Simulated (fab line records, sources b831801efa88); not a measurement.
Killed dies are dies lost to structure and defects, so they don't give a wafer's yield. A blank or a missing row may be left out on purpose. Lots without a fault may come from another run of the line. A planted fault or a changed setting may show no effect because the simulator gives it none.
Which tool did it? | flow sky130 | 13 lots, 39 wafers sampled, at 3 steps of a route of 708

WHAT THE GAUGES READ, wafer by wafer
SKY_VT_ADJUST_HVTR_OVL_MEAS_08.
lot  | measured     | on         | VT_ADJUST_HVTR_OVL (nm)
L716 | day 9 12:01  | overlay-02 | 1.0 -0.1 1.3
L717 | day 9 20:44  | overlay-01 | -0.8 0.2 -0.1
L718 | day 10 01:17 | overlay-02 | 2.5 1.8 2.1
L719 | day 10 05:08 | overlay-01 | 1.2 -0.5 1.4
L728 | day 12 23:20 | overlay-01 | 0.2 0.1 -0.1
L729 | day 13 14:17 | overlay-02 | 1.4 0.0 1.7
L730 | day 13 15:59 | overlay-02 | -0.7 -0.1 -0.1
L731 | day 14 02:11 | overlay-02 | 0.0 -0.4 0.8
L733 | day 14 12:49 | overlay-02 | 2.0 1.1 2.9
L734 | day 14 17:35 | overlay-02 | -3.5 -0.9 0.1
L735 | day 15 00:23 | overlay-01 | 1.0 0.4 0.6
L737 | day 15 19:14 | overlay-02 | -1.1 -2.7 -2.2
L739 | day 16 10:41 | overlay-02 | 0.3 2.4 2.3

SKY_VT_ADJUST_PCH_TW_MEAS_10.
lot  | measured     | on            | VT_ADJUST_PCH_TW
L716 | day 10 10:31 | film_metro-01 | 141.6 142.2 143.0
L717 | day 10 19:40 | film_metro-01 | 143.4 143.2 141.1
L718 | day 11 00:13 | film_metro-04 | 140.4 140.8 140.8
L719 | day 11 04:52 | film_metro-03 | 144.3 144.9 145.2
L728 | day 14 02:35 | film_metro-03 | 143.1 143.1 143.5
L729 | day 14 17:01 | film_metro-03 | 142.9 143.4 143.0
L730 | day 14 18:33 | film_metro-03 | 143.2 143.7 144.2
L731 | day 15 06:07 | film_metro-03 | 143.3 141.1 142.5
L733 | day 15 17:06 | film_metro-04 | 141.0 140.7 141.9
L734 | day 15 21:17 | film_metro-01 | 144.0 143.9 144.4
L735 | day 16 04:40 | film_metro-03 | 144.1 144.5 144.7
L737 | day 17 00:46 | film_metro-03 | 144.5 144.2 144.4
L739 | day 17 16:19 | film_metro-04 | 141.1 140.9 140.6

WHICH TOOL RAN EACH LOT (tool, then ch and the chambers of the sampled wafers, then the start)
lot  | SKY_VT_ADJUST_NCORE_STRIP_10
L716 | plasma_asher-01 ch 0,1, day 8 15:52
L717 | plasma_asher-03 ch 0,1, day 9 00:13
L718 | plasma_asher-02 ch 0,1, day 9 04:07
L719 | plasma_asher-01 ch 0, day 9 07:43
L728 | plasma_asher-02 ch 0,1, day 11 23:19
L729 | plasma_asher-03 ch 1, day 12 12:16
L730 | plasma_asher-03 ch 0,1, day 12 14:23
L731 | plasma_asher-02 ch 0,1, day 12 23:22
L733 | plasma_asher-03 ch 0,1, day 13 10:52
L734 | plasma_asher-01 ch 0,1, day 13 15:20
L735 | plasma_asher-01 ch 0,1, day 13 21:34
L737 | plasma_asher-03 ch 0,1, day 14 16:07
L739 | plasma_asher-02 ch 0,1, day 15 07:22
- SKY_VT_ADJUST_NCORE_STRIP_10: strips in O2/N2.

WHAT THE TOOLS THEMSELVES READ (means of the sampled wafers that have a number; where no wafer has one, the mark that the record gives instead)
SKY_VT_ADJUST_NCORE_STRIP_10.
lot  | tool            | drypump_motor_current_A (A) | oes_product_au (a.u.) | strip_time_to_endpoint_s (s)
L716 | plasma_asher-01 | 5.5                         | 0.714                 | 14.19
L717 | plasma_asher-03 | 5.9                         | 0.717                 | 14.13
L718 | plasma_asher-02 | 5.6                         | 0.719                 | 14.21
L719 | plasma_asher-01 | 6.2                         | 0.716                 | 14.23
L728 | plasma_asher-02 | 5.5                         | 0.719                 | 14.28
L729 | plasma_asher-03 | 6.3                         | 0.717                 | 14.17
L730 | plasma_asher-03 | 5.9                         | 0.714                 | 14.17
L731 | plasma_asher-02 | 6.0                         | 0.710                 | 14.20
L733 | plasma_asher-03 | 5.9                         | 0.716                 | 14.23
L734 | plasma_asher-01 | 5.5                         | 0.718                 | 14.20
L735 | plasma_asher-01 | 5.5                         | 0.715                 | 14.19
L737 | plasma_asher-03 | 5.6                         | 0.716                 | 14.22
L739 | plasma_asher-02 | 6.0                         | 0.711                 | 14.13

THE ANSWER, worked out from the rows above alone
Rule: what is usual is taken from the lots themselves. Put in order of their means at a reading, lots are off if they are a third of the lots or fewer, leave a main group of 4 or more, and stand apart from it by a gap of 3 or more times the standard deviation of the main group's means; of several such gaps the widest counts. A main group whose means are all the same, to the digits that the tables above print for the reading, isn't used. A lot without any number at a reading at which 4 lots or more have one is off too. The other lots that the step has rows for count as sound. The gauges are gone through in route order, then the tools' own readings, and for those a lot's mean is taken as printed above. The first step at which some lot is off is used, and at that step the reading that is off furthest; a lot without a number counts as furthest.
No lot is off at any reading shown: from this, nothing can be told.

WHAT THE SIMULATOR HAD PUT IN
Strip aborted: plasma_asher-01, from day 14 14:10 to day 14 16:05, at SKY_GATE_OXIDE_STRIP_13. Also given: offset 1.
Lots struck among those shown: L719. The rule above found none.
